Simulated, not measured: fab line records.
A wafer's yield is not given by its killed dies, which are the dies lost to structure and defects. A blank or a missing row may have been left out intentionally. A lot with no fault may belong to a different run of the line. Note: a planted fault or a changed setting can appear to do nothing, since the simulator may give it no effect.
The same fault as seen by 2 desks || flow sky130 || every desk sees just its own numbers, and what lay behind them comes last

TOOL OWNER'S DESK, implanter-03
SKY_VT_ADJUST_LVTN_IMPLANT_08, tool's own readings: per-lot mean of the sampled wafers with a number, covering each lot this tool ran. A lot is out of limits, marked OUT, if its mean lies more than 4 standard deviations from the usual mean; the brackets give that distance.
Columns: A = beamEnergyKeV at SKY_VT_ADJUST_LVTN_IMPLANT_08, usual 30.000; B = doseIonsCm2 at SKY_VT_ADJUST_LVTN_IMPLANT_08, usual 1.5698e+12; C = faradayCurrentUA at SKY_VT_ADJUST_LVTN_IMPLANT_08, usual 8.84
{"lot": "L301", "first seen here": "day 7 05:21", "A": 29.997, "B": 1.5701e+12, "C": 8.77}
{"lot": "L304", "first seen here": "day 8 00:01", "A": 29.996, "B": 1.5696e+12, "C": 8.82}
{"lot": "L306", "first seen here": "day 8 09:20", "A": 29.996, "B": "1.9733e+12 (+99 or more) OUT", "C": "11.12 (+13) OUT"}
{"lot": "L307", "first seen here": "day 8 17:42", "A": 29.998, "B": "1.9714e+12 (+99 or more) OUT", "C": "11.08 (+12) OUT"}
{"lot": "L311", "first seen here": "day 9 18:32", "A": 29.996, "B": "1.9730e+12 (+99 or more) OUT", "C": "11.26 (+13) OUT"}
{"lot": "L317", "first seen here": "day 12 02:47", "A": 29.991, "B": 1.5705e+12, "C": 8.92}
{"lot": "L320", "first seen here": "day 12 16:04", "A": 29.996, "B": 1.5712e+12, "C": 8.85}
{"lot": "L323", "first seen here": "day 13 05:29", "A": 30.003, "B": 1.5718e+12, "C": 8.98}
This desk finds L306, L307, L311 out of limits, L306 being first, at day 8 09:20 (doseIonsCm2 at SKY_VT_ADJUST_LVTN_IMPLANT_08). L301, L304, L317, L320, L323 stayed within limits.

METROLOGY DESK
Means of the sampled wafers that have a number, per lot and without regard to the tool the lot ran on: this is what the gauges read. A lot is out of limits, marked OUT, if its mean lies more than 4 standard deviations from the usual mean; the brackets give that distance.
Columns: A = FIELD_ISO_CVD_24_THK at SKY_FIELD_ISO_THK_MEAS_25, usual 594 nm; B = VT_ADJUST_LVTN_TW at SKY_VT_ADJUST_LVTN_TW_MEAS_10, usual 240.3; C = VT_ADJUST_HVTR_OVL at SKY_VT_ADJUST_HVTR_OVL_MEAS_08, usual 0.2 nm
{"lot": "L300", "first seen here": "day 2 07:04", "A": 597, "B": 241.1, "C": -1.0}
{"lot": "L301", "first seen here": "day 2 16:05", "A": 591, "B": 241.7, "C": -0.1}
{"lot": "L303", "first seen here": "day 2 22:06", "A": 599, "B": 238.2, "C": -0.2}
{"lot": "L304", "first seen here": "day 3 04:58", "A": 588, "B": 238.6, "C": -1.3}
{"lot": "L306", "first seen here": "day 3 13:48", "A": 596, "B": "257.1 (+8.4) OUT", "C": -1.5}
{"lot": "L307", "first seen here": "day 3 19:58", "A": 595, "B": "258.1 (+8.9) OUT", "C": 1.0}
{"lot": "L311", "first seen here": "day 4 15:56", "A": 598, "B": "259.6 (+9.6) OUT", "C": 0.7}
{"lot": "L312", "first seen here": "day 5 01:13", "A": 592, "B": 242.3, "C": 0.3}
{"lot": "L317", "first seen here": "day 6 09:26", "A": 598, "B": 239.1, "C": 0.6}
{"lot": "L319", "first seen here": "day 6 12:10", "A": 591, "B": 243.8, "C": 0.7}
{"lot": "L320", "first seen here": "day 6 20:16", "A": 598, "B": 236.9, "C": -0.5}
{"lot": "L323", "first seen here": "day 7 08:14", "A": 598, "B": 241.9, "C": 2.0}
This desk's finding: out of limits on L306, L307, L311; first on L306, day 8 09:35 (VT_ADJUST_LVTN_TW at SKY_VT_ADJUST_LVTN_TW_MEAS_10). L300, L301, L303, L304, L312, L317, L319, L320, L323 stayed within limits.

ALL TOGETHER
At day 8 09:20, on L306, L307, L311, the tool owner's desk was in a position to raise an alarm.
The metrology desk could have raised an alarm at day 8 09:35, on L306, L307, L311.
SKY_VT_ADJUST_LVTN_IMPLANT_08 was run on implanter-03 by each of the lots named.

WHAT THE SIMULATOR HAD PUT IN
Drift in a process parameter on implanter-03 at SKY_VT_ADJUST_LVTN_IMPLANT_08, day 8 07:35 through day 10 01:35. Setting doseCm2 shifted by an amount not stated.
Struck lots among those shown: L306, L307, L311.
Hours from the fault's start to each desk's first reading out of limits: the tool owner's desk, 2; the metrology desk, 2.
